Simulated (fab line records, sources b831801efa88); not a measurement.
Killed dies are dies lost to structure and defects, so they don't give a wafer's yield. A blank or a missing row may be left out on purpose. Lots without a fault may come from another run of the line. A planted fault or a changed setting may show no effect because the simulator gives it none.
fab line records | flow sky130
record lots=6 wafers=17 last_day=50
route steps=708 shown POLY_CUT@312 SD_P@320 PAD_OPEN@708
lots that met no fault: from a run of the same line without faults
start_h: hours from the record's first day to the start of the lot's first wafer shown | wait_h: hours since the lot's step before | " the same as in the row above | L1.1+2: a row that stands for several wafers | - no value, or no start given | * or withheld: withheld | < > ~ a bound
route shown NAME@n: a module of which the file shows steps, and the number in the route of the first | usual: mean/standard deviation of fault-free wafers | same: alike in all rows | chamber/n: place in a boat | sites: the reading at each site | _std_site: their standard deviation | _edge_site: outer sites' mean less inner sites' | radius_mm: how far each site lies from the wafer's centre | mask NAME#n: copy n | behind: the tool/chamber that last shaped the wafer | hold: why the lot was held/for how many hours/how that ended | device: the transistor (n, p or np) that didn't switch | end of line: the same wafers' tests at the end of the route | a step without rows: its recipe alone | killed: dies lost to structure and defects at the first sort, not the wafer's yield | map: a wafer's dies, x killed, . not, _ none there
set.NAME: the setting as run; set.NAME@STEP: as run at that earlier step | model.NAME: the simulator's own value behind a step, which no gauge read
lots at some steps of the route; a table a step, a row a wafer
services: from which hour (start_h, from the record's first day; less than 0 if before it) a tool's chamber was out of use, for how many hours, and why
## steps
# step SKY_POLY_CUT_EXPOSE_05
# recipe mask_id=NPCM na=0.8 source_shape=annular sigma_inner=0.55 sigma_outer=0.85 target_cd_nm=270 dose_mj=32
# step SKY_POLY_CUT_PEB_06
# recipe peb_temp_c=withheld peb_time_s=withheld resist=KrF-thick
# step SKY_POLY_CUT_DEVELOP_07
# recipe develop_time_s=60 resist=KrF-thick dev_temp_c=21
# step SKY_POLY_CUT_CD_MEAS_08
# recipe target_cd_nm=270
# usual cd_nm=270.4/1.5
# columns lot.wafer tool chamber start_h wait_h cd_nm
L452.1 cd_sem-02 - 557.81 - 270.3
L452.2 " - " " 271.4
L452.3 " - " " 270.7
L456.3 cd_sem-02 - 591.14 - 271.2
L456.5 " - " " 269.9
L457.1 cd_sem-01 - 607.71 - 267.0
L457.3 " - " " 267.1
L457.5 " - " " 266.5
L466.2 cd_sem-01 - 680.69 - 271.3
L466.4 " - " " 271.6
L466.6 " - " " 270.1
L474.2 cd_sem-02 - 739.49 - 271.6
L474.3 " - " " 270.7
L474.5 " - " " 271.7
L475.3 cd_sem-01 - 743.76 - 270.9
L475.5 " - " " 270.9
L475.6 " - " " 269.9
# step SKY_POLY_CUT_OVL_MEAS_09
# usual POLY_CUT_OVL=0/5.4
# columns lot.wafer tool chamber start_h wait_h POLY_CUT_OVL[nm]
L452.1 overlay-02 - 557.93 0.1 3
L452.2 " - " " 1
L452.3 " - " " 6
L456.3 overlay-01 - 591.23 0.1 -4
L456.5 " - " " -7
L457.1 overlay-02 - 607.83 0.1 -10
L457.3 " - " " -11
L457.5 " - " " -5
L466.2 overlay-02 - 680.79 0.1 19
L466.4 " - " " 10
L466.6 " - " " 10
L474.2 overlay-02 - 739.59 0.1 -12
L474.3 " - " " -6
L474.5 " - " " -4
L475.3 overlay-02 - 743.85 0.1 6
L475.5 " - " " 3
L475.6 " - " " 3
# step SKY_POLY_CUT_ETCH_10
# recipe chemistry=N2/H2 target=BARC ion_energy_ev=200 source_w=500 bias_w=100 pressure_mtorr=30 n2_flow_sccm=100 h2_flow_sccm=200 stop_on=SiO2 time_s=45.9 target_depth_a=600
# usual drypump_motor_current_A=5.7/0.5 oes_product_au=0.855/0.0052 rf_fwd_power_W=494.9/1.9 throttle_valve_pct=13.224/0.0089
# columns lot.wafer tool chamber start_h wait_h drypump_motor_current_A oes_product_au rf_fwd_power_W rf_hours_counter_h throttle_valve_pct
L452.1 rie_diel-02 2 557.97 0.0 6.5 0.855 494.6 36 13.224
L452.2 " 3 " " 5.2 0.851 491.7 67 13.231
L452.3 " 0 " " 5.5 0.848 495.8 75 13.216
L456.3 rie_diel-03 0 591.28 0.0 5.4 0.854 494.3 - 13.221
L456.5 " 0 " " 5.3 0.860 492.8 - 13.220
L457.1 rie_diel-03 3 607.87 0.0 5.2 0.860 495.9 66 13.221
L457.3 " 2 " " 5.8 0.857 496.0 1 13.219
L457.5 " 1 " " 6.4 0.868 494.4 - 13.229
L466.2 rie_diel-02 0 680.82 0.0 5.5 0.856 496.8 2 13.221
L466.4 " 1 " " 5.6 0.862 496.5 17 13.216
L466.6 " 1 " " 5.6 0.855 497.8 - 13.233
L474.2 rie_diel-04 0 739.62 0.0 5.5 0.851 497.0 11 13.232
L474.3 " 1 " " 5.1 0.856 495.3 12 13.236
L474.5 " 2 " " 5.6 0.849 491.5 - 13.228
L475.3 rie_diel-04 0 743.87 0.0 5.5 0.849 496.3 11 13.218
L475.5 " 0 " " 5.5 0.842 495.6 - 13.218
L475.6 " 3 " " 6.5 0.850 495.0 - 13.227
# step SKY_POLY_CUT_ETCH_11
# recipe target=Si3N4 chemistry=CF4/CH2F2/Ar stop_on=poly-Si source_w=600 bias_w=150 pressure_mtorr=40 cf4_flow_sccm=40 ch2f2_flow_sccm=20 Ar_flow_sccm=150 time_s=42.5 target_depth_a=600
# usual drypump_motor_current_A=5.7/0.49 oes_product_au=0.829/0.0063 rf_fwd_power_W=593.8/2.2 throttle_valve_pct=14.994/0.0095
# columns lot.wafer tool chamber start_h wait_h drypump_motor_current_A oes_product_au rf_fwd_power_W rf_hours_counter_h throttle_valve_pct
L452.1 rie_diel-02 2 558.01 0.0 6.5 0.830 592.2 36 15.004
L452.2 " 3 " " 5.2 0.839 595.9 67 14.998
L452.3 " 0 " " 5.4 0.835 594.6 75 15.002
L456.3 rie_diel-03 0 591.34 0.0 5.3 0.845 592.3 - 15.010
L456.5 " 0 " " 5.3 0.845 596.0 - 14.981
L457.1 rie_diel-03 3 607.91 0.0 5.2 0.832 590.5 66 14.994
L457.3 " 2 " " 5.9 0.830 593.4 1 15.003
L457.5 " 1 " " 6.4 0.827 593.9 - 14.988
L466.2 rie_diel-02 0 680.87 0.0 5.5 0.815 594.2 2 14.984
L466.4 " 1 " " 5.6 0.833 595.8 17 14.981
L466.6 " 1 " " 5.6 0.824 594.5 - 15.000
L474.2 rie_diel-04 0 739.67 0.0 5.5 0.835 590.8 11 14.999
L474.3 " 1 " " 5.2 0.824 596.4 12 14.981
L474.5 " 2 " " 5.6 0.825 590.6 - 14.998
L475.3 rie_diel-04 0 743.92 0.0 5.5 0.828 593.8 11 14.991
L475.5 " 0 " " 5.5 0.826 592.5 - 14.998
L475.6 " 3 " " 6.5 0.841 593.5 - 14.980
# step SKY_POLY_CUT_STRIP_12
# recipe chemistry=O2/N2 power_w=1400 pressure_mtorr=1500 platen_temp_c=withheld o2_flow_sccm=3000 n2_flow_sccm=300 overash_fraction=0.5
# usual drypump_motor_current_A=5.5/0.34 oes_product_au=0.452/0.0047 strip_time_to_endpoint_s=5.359/0.019
# columns lot.wafer tool chamber start_h wait_h drypump_motor_current_A oes_product_au rf_hours_counter_h strip_time_to_endpoint_s
L452.1 plasma_asher-03 0 558.05 0.0 5.5 0.448 13 5.348
L452.2 " 1 " " 5.6 0.452 13 5.365
L452.3 " 0 " " 5.5 0.453 - 5.347
L456.3 plasma_asher-02 0 591.41 0.1 5.8 0.451 - 5.373
L456.5 " 1 " " 4.7 0.448 - 5.346
L457.1 plasma_asher-03 0 607.95 0.0 5.6 0.448 18 5.370
L457.3 " 1 " " 5.6 0.455 - 5.365
L457.5 " 1 " " 5.6 0.453 - 5.372
L466.2 plasma_asher-03 1 680.91 0.0 5.6 0.450 23 5.364
L466.4 " 1 " " 5.6 0.444 - 5.379
L466.6 " 0 " " 5.6 0.454 - 5.349
L474.2 plasma_asher-02 0 739.71 0.0 5.8 0.451 86 5.380
L474.3 " 1 " " 4.7 0.451 - 5.379
L474.5 " 0 " " 5.8 0.452 - 5.378
L475.3 plasma_asher-03 1 743.99 0.1 5.6 0.445 - 5.329
L475.5 " 0 " " 5.6 0.456 - 5.327
L475.6 " 1 " " 5.6 0.446 - 5.322
# step SKY_SD_P_DEHYDRATE_00
# recipe temp_c=200 time_s=60
# step SKY_SD_P_HMDS_01
# recipe prime_time_s=60 prime_temp_c=120
# step SKY_SD_P_COAT_02
# recipe resist=NOVOLAK spin_rpm=3000 resist_thk_nm=1140
# step SKY_SD_P_SOFTBAKE_03
# recipe temp_c=90 time_s=60 resist=NOVOLAK
# step SKY_SD_P_EXPOSE_04
# recipe mask_id=PSDM na=0.6 source_shape=conventional sigma_outer=0.6 polarization=unpolarized target_cd_nm=380 dose_mj=138
# usual exposure_dose_mJ_cm2=137.95/0.15
# columns lot.wafer tool chamber start_h wait_h mask exposure_dose_mJ_cm2
L452.1 iline_stepper-01 0 573.33 - PSDM#0 138.23
L452.2 " 0 " " PSDM#0 138.18
L452.3 " 0 " " PSDM#0 138.30
L456.3 iline_stepper-02 0 605.94 - PSDM#0 137.97
L456.5 " 0 " " PSDM#0 137.83
L457.1 iline_stepper-02 0 622.66 - PSDM#0 138.25
L457.3 " 0 " " PSDM#0 138.17
L457.5 " 0 " " PSDM#0 138.14
L466.2 iline_stepper-02 0 694.95 - PSDM#0 137.86
L466.4 " 0 " " PSDM#0 137.87
L466.6 " 0 " " PSDM#0 137.70
L474.2 iline_stepper-02 0 753.63 - PSDM#0 137.66
L474.3 " 0 " " PSDM#0 137.72
L474.5 " 0 " " PSDM#0 137.75
L475.3 iline_stepper-01 0 757.62 - PSDM#0 138.00
L475.5 " 0 " " PSDM#0 138.04
L475.6 " 0 " " PSDM#0 138.00
# step SKY_SD_P_PEB_05
# recipe temp_c=withheld time_s=* resist=NOVOLAK
# step SKY_SD_P_DEVELOP_06
# recipe resist=NOVOLAK developer=TMAH develop_time_s=60 dev_temp_c=23
# step SKY_SD_P_CD_MEAS_07
# recipe target_cd_nm=380
# usual cd_nm=379.8/2.8
# columns lot.wafer tool chamber start_h wait_h hold cd_nm
L452.1 cd_sem-01 - 588.01 0.1 - 382.0
L452.2 " - " " - 378.4
L452.3 " - " " - 379.5
L456.3 cd_sem-01 - 620.54 0.1 - 371.1
L456.5 " - " " - 371.7
L457.1 cd_sem-02 - 637.25 0.1 await_dispo/0.2h/release 376.9
L457.3 " - " " await_dispo/0.2h/release 366.7
L457.5 " - " " await_dispo/0.2h/release 364.8
L457.1 cd_sem-02 - 637.54 0.3 - 377.3
L457.3 " - " " - 366.8
L457.5 " - " " - 365.1
L466.2 cd_sem-01 - 708.67 0.1 - 384.3
L466.4 " - " " - 388.1
L466.6 " - " " - 385.2
L474.2 cd_sem-02 - 766.37 0.1 - 378.6
L474.3 " - " " - 378.0
L474.5 " - " " - 377.4
L475.3 cd_sem-01 - 771.00 0.1 - 377.6
L475.5 " - " " - 378.5
L475.6 " - " " - 379.4
# step SKY_SD_P_OVL_MEAS_08
# usual SD_P_OVL=-0.1/1.6
# columns lot.wafer tool chamber start_h wait_h hold SD_P_OVL[nm]
L452.1 overlay-02 - 588.13 0.1 - 0.2
L452.2 " - " " - -0.6
L452.3 " - " " - 0.0
L456.3 overlay-01 - 620.63 0.1 - -1.1
L456.5 " - " " - -3.1
L457.1 overlay-01 - 640.17 2.6 await_dispo/2.5h/release 1.3
L457.3 " - " " await_dispo/2.5h/release -2.3
L457.5 " - " " await_dispo/2.5h/release -0.1
L466.2 overlay-02 - 708.78 0.1 - -0.5
L466.4 " - " " - 0.6
L466.6 " - " " - -1.1
L474.2 overlay-02 - 766.48 0.1 - -0.1
L474.3 " - " " - 1.5
L474.5 " - " " - 0.2
L475.3 overlay-02 - 771.10 0.1 - -4.5
L475.5 " - " " - -4.0
L475.6 " - " " - -3.2
# step SKY_PAD_OPEN_PROBE_99
# usual killed_at_M0_to_M3=44/7 killed_at_M4_up=3.0/1.7 killed_at_contacts=24/5.2 killed_at_front_end=15/4.8 killed_dies=86/9.7 killed_open=47/7.1 killed_short=39/6.3
# same gross_dies=492 killed_at_back_side=0 killed_at_other=0
# columns lot.wafer tool chamber start_h wait_h killed_at_M0_to_M3 killed_at_M4_up killed_at_contacts killed_at_front_end killed_dies killed_open killed_short
L452.1 prober-02 - 1077.94 0.1 55 3 24 19 101 49 51
L452.2 prober-02 - 1077.99 0.1 53 2 20 19 94 58 36
L452.3 prober-02 - 1078.04 0.2 52 2 16 19 89 53 34
L456.3 prober-02 - 1102.85 0.2 51 5 22 12 90 41 49
L456.5 prober-02 - 1102.95 0.2 36 2 26 11 75 52 23
L457.1 prober-01 - 1112.04 0.1 41 8 34 24 107 53 51
L457.3 prober-01 - 1112.14 0.2 42 5 32 14 93 50 43
L457.5 prober-01 - 1112.24 0.2 32 2 28 25 87 57 30
L466.2 prober-02 - 1163.87 0.1 38 5 27 24 94 53 41
L466.4 prober-02 - 1163.97 0.2 43 5 17 18 83 44 39
L466.6 prober-02 - 1164.07 0.2 54 1 28 22 105 63 42
L474.2 prober-01 - 1198.45 0.1 52 1 16 11 80 43 36
L474.3 prober-01 - 1198.50 0.2 38 8 30 19 95 55 40
L474.5 prober-01 - 1198.60 0.2 41 1 19 16 77 42 34
L475.3 prober-02 - 1200.14 0.2 47 3 39 18 107 55 51
L475.5 prober-02 - 1200.24 0.2 50 0 16 15 81 43 38
L475.6 prober-02 - 1200.29 0.2 43 1 24 16 84 44 38
# killed by level:class
L452.1 FIELD_ISO:geometric_particle:short=10 VIA1:geometric_particle:open=9 VIA1:geometric_particle:short=8 FIELD_ISO:geometric_particle:open=7 LI_CONTACT:geometric_particle:open=7 CONTACT:geometric_particle:open=7 VIA2:geometric_particle:open=7 METAL2:geometric_particle:short=7
L452.2 VIA1:geometric_particle:open=12 VIA2:geometric_particle:open=11 CONTACT:geometric_particle:open=9 METAL1:geometric_particle:short=7 FIELD_ISO:geometric_particle:open=6 VIA1:geometric_particle:short=6 POLY_GATE:geometric_particle:open=5 METAL2:geometric_particle:short=5
L452.3 VIA1:geometric_particle:open=13 VIA2:geometric_particle:open=9 METAL2:geometric_particle:short=8 CONTACT:geometric_particle:open=7 POLY_GATE:geometric_particle:open=6 METAL1:geometric_particle:short=5 FIELD_ISO:geometric_particle:open=4 LI_CONTACT:geometric_particle:open=4
L456.3 VIA1:geometric_particle:open=15 METAL1:geometric_particle:short=9 VIA1:geometric_particle:short=7 METAL2:geometric_particle:short=6 VIA2:geometric_particle:open=6 FIELD_ISO:geometric_particle:short=5 LI_CONTACT:geometric_particle:open=5 LOCAL_INTERCONNECT:geometric_particle:short=5
L456.5 LI_CONTACT:geometric_particle:open=11 CONTACT:geometric_particle:open=9 VIA1:geometric_particle:open=9 VIA3:geometric_particle:open=7 VIA2:geometric_particle:open=6 FIELD_ISO:geometric_particle:open=4 METAL2:geometric_particle:short=4 CONTACT:geometric_particle:short=3
L457.1 CONTACT:geometric_particle:short=10 CONTACT:geometric_particle:open=10 LI_CONTACT:geometric_particle:open=9 METAL2:geometric_particle:short=9 VIA1:geometric_particle:open=8 FIELD_ISO:geometric_particle:open=7 POLY_GATE:geometric_particle:short=7 VIA2:geometric_particle:open=6
L457.3 VIA1:geometric_particle:open=11 LI_CONTACT:geometric_particle:open=9 CONTACT:geometric_particle:open=9 VIA3:geometric_particle:open=9 FIELD_ISO:geometric_particle:short=6 METAL3:geometric_particle:short=6 CONTACT:geometric_particle:short=5 METAL1:geometric_particle:short=5
L457.5 CONTACT:geometric_particle:open=12 LI_CONTACT:geometric_particle:open=9 VIA1:geometric_particle:open=9 VIA2:geometric_particle:open=8 FIELD_ISO:geometric_particle:open=7 FIELD_ISO:geometric_particle:short=6 VIA3:geometric_particle:open=4 POLY_GATE:geometric_particle:open=4
L466.2 VIA1:geometric_particle:open=11 CONTACT:geometric_particle:open=10 LOCAL_INTERCONNECT:geometric_particle:short=6 VIA3:geometric_particle:open=6 FIELD_ISO:geometric_particle:open=5 METAL2:geometric_particle:short=5 LI_CONTACT:geometric_particle:open=5 POLY_GATE:geometric_particle:open=4
L466.4 VIA1:geometric_particle:open=8 FIELD_ISO:geometric_particle:open=6 CONTACT:geometric_particle:short=6 LI_CONTACT:geometric_particle:open=6 VIA3:geometric_particle:open=6 FIELD_ISO:geometric_particle:short=5 METAL1:geometric_particle:short=5 VIA1:geometric_particle:short=5
L466.6 VIA1:geometric_particle:open=21 LI_CONTACT:geometric_particle:open=12 METAL1:geometric_particle:short=10 CONTACT:geometric_particle:open=9 POLY_GATE:geometric_particle:short=7 VIA1:geometric_particle:short=6 FIELD_ISO:geometric_particle:short=5 FIELD_ISO:geometric_particle:open=4
L474.2 VIA1:geometric_particle:open=13 METAL1:geometric_particle:short=8 VIA3:geometric_particle:open=7 CONTACT:geometric_particle:open=6 VIA3:geometric_particle:short=5 FIELD_ISO:geometric_particle:open=4 LI_CONTACT:geometric_particle:open=4 CONTACT:geometric_particle:short=4
L474.3 CONTACT:geometric_particle:open=13 VIA1:geometric_particle:open=13 VIA3:geometric_particle:open=8 METAL4:geometric_particle:short=7 LI_CONTACT:geometric_particle:open=6 LOCAL_INTERCONNECT:geometric_particle:short=6 FIELD_ISO:geometric_particle:short=4 POLY_GATE:geometric_particle:open=4
L474.5 VIA1:geometric_particle:open=10 VIA3:geometric_particle:short=6 LI_CONTACT:geometric_particle:open=5 LOCAL_INTERCONNECT:geometric_particle:short=5 METAL1:geometric_particle:short=5 VIA2:geometric_particle:open=5 FIELD_ISO:geometric_particle:open=4 POLY_GATE:geometric_particle:open=4
L475.3 CONTACT:geometric_particle:open=11 LI_CONTACT:geometric_particle:open=9 CONTACT:geometric_particle:short=9 VIA1:geometric_particle:open=9 METAL1:geometric_particle:short=8 VIA3:geometric_particle:open=7 VIA2:geometric_particle:open=5 LOCAL_INTERCONNECT:geometric_particle:short=4
L475.5 VIA3:geometric_particle:open=10 METAL1:geometric_particle:short=7 VIA2:geometric_particle:open=7 CONTACT:geometric_particle:open=6 VIA1:geometric_particle:short=5 VIA1:geometric_particle:open=5 METAL2:geometric_particle:short=5 FIELD_ISO:geometric_particle:open=4
L475.6 VIA2:geometric_particle:open=8 VIA3:geometric_particle:open=6 LI_CONTACT:geometric_particle:open=6 LOCAL_INTERCONNECT:geometric_particle:short=6 CONTACT:geometric_particle:open=5 VIA1:geometric_particle:short=5 VIA1:geometric_particle:open=5 FIELD_ISO:geometric_particle:open=4
## services
# columns tool chamber start_h hours kind
plasma_asher-03 - 540.34 4.3 pm
iline_stepper-02 - 542.85 2.1 pm
iline_stepper-02 - 564.95 1.7 pm
rie_diel-02 0 568.14 16.9 repair
rie_diel-03 2 568.34 4.2 repair
rie_diel-03 2 583.56 11.2 repair
rie_diel-02 0 588.07 - clean
rie_diel-02 0 588.07 30.6 scheduled_down
rie_diel-03 1 588.55 6.7 repair
rie_diel-03 2 598.28 2.5 repair
plasma_asher-03 - 618.50 5.6 repair
rie_diel-02 3 627.52 18.7 repair
rie_diel-04 2 629.91 4.8 repair
iline_stepper-01 - 633.09 0.8 repair
rie_diel-02 1 636.62 9.4 repair
plasma_asher-03 - 638.39 21.8 repair
rie_diel-04 1 646.07 7.2 repair
iline_stepper-01 - 650.54 5.6 repair
rie_diel-04 1 656.10 8.9 repair
rie_diel-03 1 685.64 10.2 repair
rie_diel-02 0 699.32 7.2 repair
rie_diel-03 2 726.04 7.6 repair
iline_stepper-01 - 737.46 1.7 pm
rie_diel-04 - 756.97 0.8 repair
## key
first_sign step=SKY_SD_P_CD_MEAS_07 reading=visit direction=added
effect step=SKY_SD_P_CD_MEAS_07 reading=cd_nm direction=down sigmas=4 usual=379.8 struck=368.6
met_at SKY_SD_P_EXPOSE_04
struck_wafers L456.3,L456.5,L457.3,L457.5
tester_left_out L456,L457
fault kind=process_parameter_drift tool=iline_stepper-02 chamber=- onset_h=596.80 steps=SKY_SD_P_EXPOSE_04 channel=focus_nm offset=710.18 shape=step end_h=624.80 scope=struck_wafers_only
# tester_left_out: of these lots the tester's yield and bins aren't shown, on N5 and GAA mostly nor the transistor test; their killed dies are dies lost to structure and defects alone, not to doping, threshold or leakage, so they don't give the yield
